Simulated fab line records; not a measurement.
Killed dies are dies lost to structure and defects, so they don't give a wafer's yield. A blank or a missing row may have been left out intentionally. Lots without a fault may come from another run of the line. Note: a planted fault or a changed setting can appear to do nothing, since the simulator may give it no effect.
Which of the tools did it? :: flow sky130 :: Sampling: 12 lots, 36 wafers, 5 of 708 route steps

WHAT THE GAUGES READ, wafer by wafer
SKY_LDD_HVP_OVL_MEAS_07.
lot: L489
measured: day 21 07:09
on: overlay-02
LDD_HVP_OVL (nm): -0.6 -0.7 -1.2

lot: L490
measured: day 21 12:13
on: overlay-02
LDD_HVP_OVL (nm): -2.4 -1.1 0.7

lot: L492
measured: day 22 19:12
on: overlay-02
LDD_HVP_OVL (nm): -0.6 -0.7 -1.7

lot: L497
measured: day 24 14:39
on: overlay-02
LDD_HVP_OVL (nm): -1.8 -0.1 -0.3

lot: L498
measured: day 24 20:09
on: overlay-02
LDD_HVP_OVL (nm): 0.7 -0.4 -0.2

lot: L500
measured: day 25 14:03
on: overlay-02
LDD_HVP_OVL (nm): -0.5 -0.6 -1.5

lot: L502
measured: day 26 20:15
on: overlay-01
LDD_HVP_OVL (nm): -2.4 -1.1 -3.7

lot: L505
measured: day 27 07:01
on: overlay-01
LDD_HVP_OVL (nm): -1.5 -1.5 -1.7

lot: L508
measured: day 28 12:21
on: overlay-01
LDD_HVP_OVL (nm): -3.8 -5.1 -3.6

lot: L509
measured: day 28 20:06
on: overlay-01
LDD_HVP_OVL (nm): -2.2 -1.0 0.3

lot: L510
measured: day 29 04:10
on: overlay-01
LDD_HVP_OVL (nm): -0.4 -1.7 -1.5

lot: L512
measured: day 29 19:25
on: overlay-01
LDD_HVP_OVL (nm): -3.1 -2.3 -0.8

WHAT TOOL EACH LOT RAN ON (gives the tool, then ch and the chambers of the sampled wafers, and finally the start)
lot: L489
SKY_SONOS_ONO_STRIP_17: plasma-asher-03 ch 0,1, day 12 12:55
SKY_LDD_P_COAT_02: litho-track-04 ch 0, day 18 01:45
SKY_LDD_P_STRIP_10: plasma-asher-02 ch 0,1, day 18 18:06
SKY_LDD_HVN_STRIP_09: plasma-asher-03 ch 0,1, day 20 00:02

lot: L490
SKY_SONOS_ONO_STRIP_17: plasma-asher-04 ch 0,1, day 12 17:33
SKY_LDD_P_COAT_02: litho-track-02 ch 0, day 18 07:32
SKY_LDD_P_STRIP_10: plasma-asher-04 ch 0, day 18 22:57
SKY_LDD_HVN_STRIP_09: plasma-asher-03 ch 0,1, day 20 05:48

lot: L492
SKY_SONOS_ONO_STRIP_17: plasma-asher-04 ch 0,1, day 13 15:58
SKY_LDD_P_COAT_02: litho-track-04 ch 0, day 19 12:01
SKY_LDD_P_STRIP_10: plasma-asher-04 ch 0,1, day 20 04:56
SKY_LDD_HVN_STRIP_09: plasma-asher-03 ch 0,1, day 21 11:38

lot: L497
SKY_SONOS_ONO_STRIP_17: plasma-asher-04 ch 0,1, day 15 05:09
SKY_LDD_P_COAT_02: litho-track-02 ch 0, day 21 09:19
SKY_LDD_P_STRIP_10: plasma-asher-04 ch 0,1, day 22 01:45
SKY_LDD_HVN_STRIP_09: plasma-asher-03 ch 0,1, day 23 09:15

lot: L498
SKY_SONOS_ONO_STRIP_17: plasma-asher-03 ch 0,1, day 15 13:09
SKY_LDD_P_COAT_02: litho-track-04 ch 0, day 21 15:55
SKY_LDD_P_STRIP_10: plasma-asher-04 ch 0,1, day 22 07:30
SKY_LDD_HVN_STRIP_09: plasma-asher-03 ch 0,1, day 23 14:20

lot: L500
SKY_SONOS_ONO_STRIP_17: plasma-asher-01 ch 0, day 16 06:43
SKY_LDD_P_COAT_02: litho-track-03 ch 0, day 22 11:13
SKY_LDD_P_STRIP_10: plasma-asher-02 ch 0,1, day 23 02:54
SKY_LDD_HVN_STRIP_09: plasma-asher-01 ch 0,1, day 24 08:29

lot: L502
SKY_SONOS_ONO_STRIP_17: plasma-asher-04 ch 1, day 17 06:38
SKY_LDD_P_COAT_02: litho-track-02 ch 0, day 23 18:01
SKY_LDD_P_STRIP_10: plasma-asher-04 ch 0,1, day 24 09:34
SKY_LDD_HVN_STRIP_09: plasma-asher-02 ch 0,1, day 25 14:53

lot: L505
SKY_SONOS_ONO_STRIP_17: plasma-asher-04 ch 0,1, day 17 23:50
SKY_LDD_P_COAT_02: litho-track-02 ch 0, day 24 07:19
SKY_LDD_P_STRIP_10: plasma-asher-04 ch 0,1, day 24 21:54
SKY_LDD_HVN_STRIP_09: plasma-asher-03 ch 0,1, day 26 02:43

lot: L508
SKY_SONOS_ONO_STRIP_17: plasma-asher-03 ch 0, day 19 05:09
SKY_LDD_P_COAT_02: litho-track-04 ch 0, day 25 13:28
SKY_LDD_P_STRIP_10: plasma-asher-02 ch 0,1, day 26 03:33
SKY_LDD_HVN_STRIP_09: plasma-asher-02 ch 0,1, day 27 07:50

lot: L509
SKY_SONOS_ONO_STRIP_17: plasma-asher-03 ch 0,1, day 19 16:40
SKY_LDD_P_COAT_02: litho-track-03 ch 0, day 25 19:46
SKY_LDD_P_STRIP_10: plasma-asher-03 ch 1, day 26 10:12
SKY_LDD_HVN_STRIP_09: plasma-asher-03 ch 0,1, day 27 15:36

lot: L510
SKY_SONOS_ONO_STRIP_17: plasma-asher-03 ch 1, day 20 04:10
SKY_LDD_P_COAT_02: litho-track-04 ch 0, day 26 04:45
SKY_LDD_P_STRIP_10: plasma-asher-02 ch 0,1, day 26 19:51
SKY_LDD_HVN_STRIP_09: plasma-asher-02 ch 0,1, day 28 00:35

lot: L512
SKY_SONOS_ONO_STRIP_17: plasma-asher-04 ch 1, day 20 17:22
SKY_LDD_P_COAT_02: litho-track-03 ch 0, day 26 20:49
SKY_LDD_P_STRIP_10: plasma-asher-04 ch 0,1, day 27 11:24
SKY_LDD_HVN_STRIP_09: plasma-asher-03 ch 0,1, day 28 16:05
- SKY_SONOS_ONO_STRIP_17: strips in O2/N2.
- SKY_LDD_P_COAT_02: resist thk 1140 nm.
- SKY_LDD_P_STRIP_10: strips in O2/N2.
- SKY_LDD_HVN_STRIP_09: strips in O2/N2.

AS READ BY THE TOOLS THEMSELVES (means over the sampled wafers that have a number; for cases with no such wafer, the mark the record gives instead)
SKY_SONOS_ONO_STRIP_17.
lot: L489
tool: plasma-asher-03
drypump-motor-current-A (A): 6.2
oes-product-au (a.u.): 0.711
strip-time-to-endpoint-s (s): 14.08

lot: L490
tool: plasma-asher-04
drypump-motor-current-A (A): 5.4
oes-product-au (a.u.): 0.707
strip-time-to-endpoint-s (s): 14.15

lot: L492
tool: plasma-asher-04
drypump-motor-current-A (A): 5.4
oes-product-au (a.u.): 0.711
strip-time-to-endpoint-s (s): 14.12

lot: L497
tool: plasma-asher-04
drypump-motor-current-A (A): 5.4
oes-product-au (a.u.): 0.709
strip-time-to-endpoint-s (s): 14.11

lot: L498
tool: plasma-asher-03
drypump-motor-current-A (A): 6.2
oes-product-au (a.u.): 0.705
strip-time-to-endpoint-s (s): 14.15

lot: L500
tool: plasma-asher-01
drypump-motor-current-A (A): 6.5
oes-product-au (a.u.): 0.710
strip-time-to-endpoint-s (s): 14.16

lot: L502
tool: plasma-asher-04
drypump-motor-current-A (A): 5.5
oes-product-au (a.u.): 0.714
strip-time-to-endpoint-s (s): 14.09

lot: L505
tool: plasma-asher-04
drypump-motor-current-A (A): 5.4
oes-product-au (a.u.): 0.712
strip-time-to-endpoint-s (s): 14.14

lot: L508
tool: plasma-asher-03
drypump-motor-current-A (A): 6.1
oes-product-au (a.u.): 0.712
strip-time-to-endpoint-s (s): 14.11

lot: L509
tool: plasma-asher-03
drypump-motor-current-A (A): 6.2
oes-product-au (a.u.): 0.711
strip-time-to-endpoint-s (s): 14.12

lot: L510
tool: plasma-asher-03
drypump-motor-current-A (A): 6.6
oes-product-au (a.u.): 0.703
strip-time-to-endpoint-s (s): 14.10

lot: L512
tool: plasma-asher-04
drypump-motor-current-A (A): 5.5
oes-product-au (a.u.): 0.703
strip-time-to-endpoint-s (s): 14.08

SKY_LDD_P_STRIP_10.
lot: L489
tool: plasma-asher-02
drypump-motor-current-A (A): 6.0
oes-product-au (a.u.): 0.721
strip-time-to-endpoint-s (s): 14.28

lot: L490
tool: plasma-asher-04
drypump-motor-current-A (A): 5.3
oes-product-au (a.u.): 0.715
strip-time-to-endpoint-s (s): 14.17

lot: L492
tool: plasma-asher-04
drypump-motor-current-A (A): 5.4
oes-product-au (a.u.): 0.714
strip-time-to-endpoint-s (s): 14.20

lot: L497
tool: plasma-asher-04
drypump-motor-current-A (A): 5.4
oes-product-au (a.u.): 0.717
strip-time-to-endpoint-s (s): 14.12

lot: L498
tool: plasma-asher-04
drypump-motor-current-A (A): 5.4
oes-product-au (a.u.): 0.716
strip-time-to-endpoint-s (s): 14.14

lot: L500
tool: plasma-asher-02
drypump-motor-current-A (A): 6.1
oes-product-au (a.u.): 0.717
strip-time-to-endpoint-s (s): 14.14

lot: L502
tool: plasma-asher-04
drypump-motor-current-A (A): 5.4
oes-product-au (a.u.): 0.714
strip-time-to-endpoint-s (s): 14.25

lot: L505
tool: plasma-asher-04
drypump-motor-current-A (A): 5.4
oes-product-au (a.u.): 0.718
strip-time-to-endpoint-s (s): 14.31

lot: L508
tool: plasma-asher-02
drypump-motor-current-A (A): 6.1
oes-product-au (a.u.): 0.716
strip-time-to-endpoint-s (s): 14.22

lot: L509
tool: plasma-asher-03
drypump-motor-current-A (A): 6.6
oes-product-au (a.u.): 0.713
strip-time-to-endpoint-s (s): 14.16

lot: L510
tool: plasma-asher-02
drypump-motor-current-A (A): 6.0
oes-product-au (a.u.): 0.717
strip-time-to-endpoint-s (s): 14.18

lot: L512
tool: plasma-asher-04
drypump-motor-current-A (A): 5.4
oes-product-au (a.u.): 0.713
strip-time-to-endpoint-s (s): 14.19

SKY_LDD_HVN_STRIP_09.
lot: L489
tool: plasma-asher-03
drypump-motor-current-A (A): 6.4
oes-product-au (a.u.): 0.409
strip-time-to-endpoint-s (s): 4.125

lot: L490
tool: plasma-asher-03
drypump-motor-current-A (A): 6.5
oes-product-au (a.u.): 0.410
strip-time-to-endpoint-s (s): 4.160

lot: L492
tool: plasma-asher-03
drypump-motor-current-A (A): 6.4
oes-product-au (a.u.): 0.409
strip-time-to-endpoint-s (s): 4.127

lot: L497
tool: plasma-asher-03
drypump-motor-current-A (A): 6.2
oes-product-au (a.u.): 0.408
strip-time-to-endpoint-s (s): 4.136

lot: L498
tool: plasma-asher-03
drypump-motor-current-A (A): 6.4
oes-product-au (a.u.): 0.407
strip-time-to-endpoint-s (s): 4.136

lot: L500
tool: plasma-asher-01
drypump-motor-current-A (A): 6.0
oes-product-au (a.u.): 0.407
strip-time-to-endpoint-s (s): 4.124

lot: L502
tool: plasma-asher-02
drypump-motor-current-A (A): 6.0
oes-product-au (a.u.): 0.410
strip-time-to-endpoint-s (s): 4.148

lot: L505
tool: plasma-asher-03
drypump-motor-current-A (A): 6.2
oes-product-au (a.u.): 0.410
strip-time-to-endpoint-s (s): 4.132

lot: L508
tool: plasma-asher-02
drypump-motor-current-A (A): 6.0
oes-product-au (a.u.): 0.407
strip-time-to-endpoint-s (s): 4.129

lot: L509
tool: plasma-asher-03
drypump-motor-current-A (A): 6.5
oes-product-au (a.u.): 0.408
strip-time-to-endpoint-s (s): 4.133

lot: L510
tool: plasma-asher-02
drypump-motor-current-A (A): 6.0
oes-product-au (a.u.): 0.411
strip-time-to-endpoint-s (s): 4.140

lot: L512
tool: plasma-asher-03
drypump-motor-current-A (A): 6.2
oes-product-au (a.u.): 0.409
strip-time-to-endpoint-s (s): 4.143

THE ANSWER, worked out from the rows above alone
Rule: usual is defined by the lots themselves. Put in order of their means at a reading, lots are off if they are a third of the lots or fewer, leave a main group of 4 or more, and stand apart from it by a gap of 3 or more times the standard deviation of the main group's means; of several such gaps the widest counts. A main group whose means are all the same, to the digits that the tables above print for the reading, isn't used. Also off: a lot with no number at a reading for which 4 or more lots have one. All remaining lots with rows at the step are treated as sound. First the gauges in route order, then the tools' own readings, where a lot's mean is used as printed above. At the first step where some lot is off, the reading lying furthest off is the one used; lots without a number count as furthest.
No lot is off at any reading shown: from this, nothing can be told.

WHAT THE SIMULATOR HAD PUT IN
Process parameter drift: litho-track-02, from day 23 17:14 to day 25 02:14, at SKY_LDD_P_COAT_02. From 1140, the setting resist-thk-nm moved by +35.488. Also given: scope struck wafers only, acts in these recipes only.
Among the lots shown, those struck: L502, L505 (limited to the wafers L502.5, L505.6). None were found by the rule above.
